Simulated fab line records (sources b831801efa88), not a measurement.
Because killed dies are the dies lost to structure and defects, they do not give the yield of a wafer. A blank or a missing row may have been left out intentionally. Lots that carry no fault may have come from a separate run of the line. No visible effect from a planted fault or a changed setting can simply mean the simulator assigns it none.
A lot that was struck, set against a sound lot	flow sky130	14 steps out of a route of 708
Sound: the wafers L958.1, L958.2, L958.3. Wafers L965.2, L965.4, L965.6 were the ones struck. The cause is named last.
At each step with rows: each side's tool, then ch and its chambers, then its first start. Under that, the readings that differ: sound wafers	struck wafers	difference of the means	sigmas: that difference in standard deviations of wafers without a fault.
alike: readings whose means differ by less than 2 such deviations, and words and numbers that are the same on both sides. not compared: withheld readings, readings that some wafer has no value for, bounds like >300 that may hide the same value, and numbers for which the record gives no deviation and whose values overlap.
The two part at a step that has a row with sigmas, a row that says differs or no value, or rows on one side only. Numbers that have no deviation but don't overlap get no sigmas and don't part them. A reading that every wafer of one side lacks parts them only if that side has two wafers or more.

first, 1 step without rows for these wafers: SKY_VT_ADJUST_NCORE_DEVELOP_06 (develop time 60 s).
SKY_VT_ADJUST_NCORE_CD_MEAS_07 targets a cd of 380 nm.
  struck on cd_sem-02, day 12 04:31; sound on cd_sem-02, day 10 13:23
  alike: cd_nm
SKY_VT_ADJUST_NCORE_OVL_MEAS_08:
  struck on overlay-02, day 12 04:37; sound on overlay-02, day 10 13:31
  alike: VT_ADJUST_NCORE_OVL
following that, these wafers have no rows for 1 step: SKY_VT_ADJUST_NCORE_IMPLANT_09.
SKY_VT_ADJUST_NCORE_STRIP_10: strips in O2/N2.
  sound on plasma_asher-02 ch 0,1, day 10 13:42; struck on plasma_asher-04 ch 1, day 12 04:48
reading	sound	struck	difference	sigmas
drypump_motor_current_A (A)	5.4 6.0 6.1	6.8 6.8 6.8	+1.0	+2
  alike: chamber_pressure_mTorr, oes_product_au, strip_time_to_endpoint_s
  not compared: rf_hours_counter_h
SKY_VT_ADJUST_NCORE_TW_MEAS_11:
  struck on film_metro-01, day 12 04:55; sound on film_metro-03, day 10 13:48
  alike: VT_ADJUST_NCORE_TW
then, 6 steps without rows for these wafers: SKY_VT_ADJUST_HVTR_DEHYDRATE_00 (time 60 s); SKY_VT_ADJUST_HVTR_HMDS_01 (prime time 60 s); SKY_VT_ADJUST_HVTR_COAT_02 (resist thk 1129 nm); SKY_VT_ADJUST_HVTR_SOFTBAKE_03 (time 60 s); SKY_VT_ADJUST_HVTR_EXPOSE_04 (exposes mask HVTRM, target cd 380 nm); SKY_VT_ADJUST_HVTR_PEB_05.
SKY_VT_ADJUST_HVTR_DEVELOP_06: develop time 60 s.
  sound on litho_track-03 ch 0, day 11 14:00; struck on litho_track-03 ch 0, day 13 06:34
reading	sound	struck	difference	sigmas
developer_temp_C (C)	23.16 22.91 23.07	22.04 21.94 22.04	-1.04	-10
SKY_VT_ADJUST_HVTR_CD_MEAS_07 targets a cd of 380 nm.
  struck on cd_sem-01, day 13 06:43; sound on cd_sem-01, day 11 14:09
  alike: cd_nm

WHERE THEY PART
First at SKY_VT_ADJUST_NCORE_STRIP_10; last, within this record, at SKY_VT_ADJUST_HVTR_DEVELOP_06. Later steps at which nothing parts them and some readings are alike: SKY_VT_ADJUST_HVTR_CD_MEAS_07.

WHY: whatever the simulator had introduced
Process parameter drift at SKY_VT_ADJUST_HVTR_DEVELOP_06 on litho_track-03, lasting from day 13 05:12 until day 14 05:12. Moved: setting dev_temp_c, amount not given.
